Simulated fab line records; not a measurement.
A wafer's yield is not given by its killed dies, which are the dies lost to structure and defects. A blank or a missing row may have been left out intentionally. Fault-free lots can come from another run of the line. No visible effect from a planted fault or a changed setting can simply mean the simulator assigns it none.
Which tool did it? ; flow sky130 ; 11 lots, 33 wafers sampled, at 2 steps of a route of 708

== WHAT THE GAUGES READ, wafer by wafer ==
SKY_VIA2_RS_MEAS_22: uses a four-point probe to measure.
lot;measured;on;VIA2_W_RS (ohm/sq)
L565;day 37 12:31;film-metro-02;0.2728 0.2737 0.2752
L566;day 38 01:23;film-metro-03;0.2738 0.2762 0.2780
L567;day 38 03:12;film-metro-01;0.2744 0.2786 0.2789
L574;day 40 13:31;film-metro-02;0.2698 0.2727 0.2714
L576;day 41 08:44;film-metro-03;58.232 58.148 60.585
L577;day 41 11:45;film-metro-02;61.929 59.538 58.217
L578;day 41 19:20;film-metro-03;60.661 59.054 58.443
L579;day 42 00:05;film-metro-03;0.2762 0.2757 0.2736
L583;day 42 21:02;film-metro-03;0.2750 0.2734 0.2706
L584;day 43 00:39;film-metro-02;0.2712 0.2654 0.2701
L585;day 43 16:10;film-metro-03;0.2738 0.2733 0.2780

== EACH LOT AND THE TOOL THAT RAN IT (in order: tool; ch and the chambers of the sampled wafers; start) ==
lot;SKY_VIA2_CVD_21
L565;cvd-w-02 ch 0,1, day 37 12:23
L566;cvd-w-02 ch 0,1, day 38 01:15
L567;cvd-w-02 ch 0,1, day 38 03:04
L574;cvd-w-01 ch 0,1, day 40 13:22
L576;cvd-w-02 ch 0,1, day 41 08:37
L577;cvd-w-01 ch 0,1, day 41 11:37
L578;cvd-w-02 ch 1, day 41 19:06
L579;cvd-w-02 ch 1, day 41 23:50
L583;cvd-w-01 ch 0,1, day 42 20:53
L584;cvd-w-01 ch 0,1, day 43 00:31
L585;cvd-w-02 ch 0,1, day 43 16:02
- SKY_VIA2_CVD_21: deposits W, target thk 420 nm, time 126.4 s.

== THE ANSWER, worked out from the rows above alone ==
Rule: the usual values come from the lots themselves. The widest of any qualifying gaps counts: lots, ordered by their means at a reading, are off when they make up no more than a third of the lots, leave a main group of 4 or more, and stand apart from it by 3 or more times the standard deviation of that group's means. Not used: any main group whose means are identical at the precision the tables above print for the reading. Also off: a lot with no number at a reading for which 4 or more lots have one. Any other lot the step has rows for is counted as sound.
Off: at SKY_VIA2_RS_MEAS_22 (VIA2_W_RS), L576, L577, L578. For the main group the mean is 0.2738 ohm/sq and the standard deviation 0.0025.
A tool fits if, at a process step before that reading, it ran every lot that is off, and no sound lot after the first of them. Those tools and the gauges at SKY_VIA2_RS_MEAS_22 are tried in the same way. No candidate that was tried fits.

== WHAT THE SIMULATOR HAD PUT IN ==
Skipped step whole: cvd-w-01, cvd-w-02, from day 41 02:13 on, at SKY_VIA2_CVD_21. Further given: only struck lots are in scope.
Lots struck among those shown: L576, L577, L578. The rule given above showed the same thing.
